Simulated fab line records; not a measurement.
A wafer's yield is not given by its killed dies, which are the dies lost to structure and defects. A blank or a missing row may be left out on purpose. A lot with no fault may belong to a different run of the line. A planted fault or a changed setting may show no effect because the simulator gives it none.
Matching of chambers + flow gf180mcu + 4 sister chambers for GF_V1_CMP_04 on cmp-02
The step polishes SiO2. 4 wafers are shown with their chamber, then 7 later ones without.

## WAFERS PAIRED WITH THEIR CHAMBERS
| wafer  | chamber | motor-current-A (A) |
|--------|---------|---------------------|
| L967.6 | 2       | 12.6                |
| L972.6 | 3       | 13.0                |
| L976.2 | 1       | 13.6                |
| L976.3 | 0       | 12.1                |

## WAFERS WHOSE CHAMBER IS MISSING
| wafer  | motor-current-A (A) |
|--------|---------------------|
| L976.4 | 12.5                |
| L979.1 | 13.5                |
| L979.3 | 13.0                |
| L979.5 | 11.4                |
| L980.1 | 13.9                |
| L980.2 | 13.5                |
| L980.5 | 12.2                |

## THE CHAMBER EACH PASSED THROUGH
| wafer  | from the rows above          | in truth                   |
|--------|------------------------------|----------------------------|
| L976.4 | can't be placed: 2 or 0 or 3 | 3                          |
| L979.1 | can't be placed: 1 or 3      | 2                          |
| L979.3 | can't be placed: 3 or 2      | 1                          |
| L979.5 | can't be placed: 0 or 2      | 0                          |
| L980.1 | 1                            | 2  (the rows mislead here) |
| L980.2 | can't be placed: 1 or 3      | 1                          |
| L980.5 | can't be placed: 0 or 2      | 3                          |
Correct placement for 0 of the 7. Not placeable from these rows: 6 (in 3, the candidates include the true chamber). Number placed wrongly: 1.
How it was worked out, from the rows above alone: a wafer's distance from a chamber is the root of the sum, over the readings, of the square of ((its reading less the chamber's mean) divided by the reading's scatter). The wafer belongs to the nearest chamber; if the next one is less than 2 further off, it can't be placed. For every chamber, the mean is computed from those of its wafers that are shown. The scatter: with one shown wafer a chamber, the root of the mean of the squares of how far each hidden wafer lies from its nearest shown one.
